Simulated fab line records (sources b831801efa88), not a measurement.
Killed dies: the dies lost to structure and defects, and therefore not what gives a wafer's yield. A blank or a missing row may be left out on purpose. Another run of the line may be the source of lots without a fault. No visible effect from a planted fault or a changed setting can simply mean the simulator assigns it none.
Which tool did it? -- flow sfq_line -- 15 lots with 45 wafers sampled at 3 steps, on a route of 325 steps

== WHAT EACH GAUGE READ, for each wafer ==
Not one reading of a measure or inspect step in the record can be checked against a usual standard deviation.

== WHAT TOOL EACH LOT RAN ON (gives the tool, then ch and the chambers of the sampled wafers, and finally the start) ==
lot,SFQ_TRILAYER_I0_CMP_CMP_028,SFQ_TRILAYER_I0_METRO_MEASURE_029,SFQ_TRILAYER_I0_VIA_ETCH_VIA_ETCH_034
L600,"cmp-02 ch 0,2,3, day 11 02:37","film_metro-04, day 11 05:56","rie_diel-03 ch 0,2,3, day 16 15:48"
L601,"cmp-01 ch 1,3, day 11 10:13","film_metro-03, day 11 13:44","rie_diel-01 ch 0,2,3, day 16 20:20"
L602,"cmp-02 ch 1,2,3, day 11 12:37","film_metro-01, day 11 14:44","rie_diel-02 ch 0,1,3, day 16 21:32"
L604,"cmp-02 ch 0,2,3, day 11 17:37","film_metro-04, day 11 21:08","rie_diel-01 ch 1,2,3, day 17 01:08"
L605,"cmp-01 ch 0,1,2, day 11 19:13","film_metro-01, day 11 22:20","rie_diel-02 ch 0,1,2, day 17 03:32"
L608,"cmp-02 ch 1,2,3, day 12 06:37","film_metro-01, day 12 08:44","rie_diel-02 ch 0,3, day 17 09:32"
L609,"cmp-02 ch 2,3, day 12 11:37","film_metro-03, day 12 14:44","rie_diel-03 ch 1,2,3, day 17 11:56"
L612,"cmp-02 ch 0,1,2, day 12 19:14","film_metro-04, day 12 22:21","rie_diel-01 ch 2,3, day 17 16:44"
L613,"cmp-01 ch 0,1,2, day 13 02:28","film_metro-03, day 13 05:35","rie_diel-03 ch 0,1,2, day 17 20:20"
L615,"cmp-01 ch 1,2, day 13 07:14","film_metro-01, day 13 10:21","rie_diel-03 ch 0,1,3, day 19 11:56"
L616,"cmp-01 ch 1,2,3, day 13 19:17","film_metro-01, day 13 21:54","rie_diel-02 ch 1,2,3, day 19 17:29"
L619,"cmp-01 ch 1,2,3, day 19 20:52","film_metro-01, day 19 23:29","rie_diel-02 ch 0,2,3, day 20 13:58"
L621,"cmp-01 ch 1,2,3, day 21 21:13","film_metro-01, day 22 00:32","rie_diel-03 ch 2,3, day 28 10:08"
L622,"cmp-02 ch 0,1, day 21 22:43","film_metro-03, day 22 01:44","rie_diel-03 ch 0,3, day 28 12:32"
L623,"cmp-01 ch 1,2, day 22 00:13","film_metro-04, day 22 03:20","rie_diel-03 ch 2,3, day 28 21:04"
- SFQ_TRILAYER_I0_CMP_CMP_028: polishes SiO2.
- SFQ_TRILAYER_I0_METRO_MEASURE_029
- SFQ_TRILAYER_I0_VIA_ETCH_VIA_ETCH_034: etches SiO2 in CHF3, stops on Nb, target depth 260 nm.

== WHAT THE TOOLS THEMSELVES READ (means of the sampled wafers that have a number; where no wafer has one, the mark that the record gives instead) ==
SFQ_TRILAYER_I0_CMP_CMP_028. Usual: head_pressure_psi 3.001 psi, standard deviation 0.0062; motor_current_A 10.1 A, standard deviation 1; time_to_endpoint_s 216 s, standard deviation 7.7.
lot,tool,head_pressure_psi (psi),motor_current_A (A),time_to_endpoint_s (s),flag
L600,cmp-02,3.000,10.1,228,
L601,cmp-01,2.998,10.4,222,
L602,cmp-02,2.997,9.7,216,
L604,cmp-02,3.002,10.5,217,
L605,cmp-01,3.001,10.4,210,
L608,cmp-02,3.003,9.8,243,OFF
L609,cmp-02,3.007,9.9,257,OFF
L612,cmp-02,2.999,9.1,246,OFF
L613,cmp-01,3.002,10.5,209,
L615,cmp-01,3.003,10.3,210,
L616,cmp-01,3.006,10.1,212,
L619,cmp-01,3.006,10.0,214,
L621,cmp-01,2.995,9.9,217,
L622,cmp-02,2.999,9.4,219,
L623,cmp-01,3.000,10.4,209,

SFQ_TRILAYER_I0_METRO_MEASURE_029. Usual: thk_nm reads 200.2 nm (standard deviation 1.1).
lot,tool,thk_nm (nm),flag
L600,film_metro-04,201.9,
L601,film_metro-03,199.9,
L602,film_metro-01,199.5,
L604,film_metro-04,201.1,
L605,film_metro-01,200.1,
L608,film_metro-01,236.4,OFF
L609,film_metro-03,269.4,OFF
L612,film_metro-04,236.9,OFF
L613,film_metro-03,199.6,
L615,film_metro-01,198.9,
L616,film_metro-01,200.5,
L619,film_metro-01,199.2,
L621,film_metro-01,200.4,
L622,film_metro-03,200.7,
L623,film_metro-04,199.7,

SFQ_TRILAYER_I0_VIA_ETCH_VIA_ETCH_034. Usual: drypump_motor_current_A 5.66 A, standard deviation 0.28; oes_product_au 0.855 a.u., standard deviation 0.0051.
lot,tool,drypump_motor_current_A (A),oes_product_au (a.u.),flag
L600,rie_diel-03,5.71,0.859,
L601,rie_diel-01,5.70,0.855,
L602,rie_diel-02,5.84,0.856,
L604,rie_diel-01,5.66,0.857,
L605,rie_diel-02,5.55,0.854,
L608,rie_diel-02,5.77,0.908,OFF
L609,rie_diel-03,5.71,0.956,OFF
L612,rie_diel-01,5.90,0.908,OFF
L613,rie_diel-03,5.65,0.857,
L615,rie_diel-03,5.76,0.853,
L616,rie_diel-02,5.67,0.854,
L619,rie_diel-02,5.60,0.856,
L621,rie_diel-03,5.80,0.851,
L622,rie_diel-03,5.74,0.856,
L623,rie_diel-03,5.68,0.846,

== THE ANSWER, worked out from the rows above alone ==
Rule: a lot is off if the mean of its wafers that have a number lies more than 3 standard deviations from the usual mean. A lot without any number at a reading at which 4 lots or more have one is off too. Where the step has rows for the other lots, those lots are counted as sound. After the gauges, taken in route order, come the tools' own readings; for these a lot's mean is taken, as printed above. At the first step where some lot is off, the reading lying furthest off is the one used; lots without a number count as furthest.
Off: L608, L609, L612, at SFQ_TRILAYER_I0_CMP_CMP_028 (time_to_endpoint_s).
A tool fits if, at that step or a process step before it, it ran every lot that is off, and no sound lot after the first of them. Not one of the candidates tried fits.

== WHAT WAS PUT IN BY THE SIMULATOR ==
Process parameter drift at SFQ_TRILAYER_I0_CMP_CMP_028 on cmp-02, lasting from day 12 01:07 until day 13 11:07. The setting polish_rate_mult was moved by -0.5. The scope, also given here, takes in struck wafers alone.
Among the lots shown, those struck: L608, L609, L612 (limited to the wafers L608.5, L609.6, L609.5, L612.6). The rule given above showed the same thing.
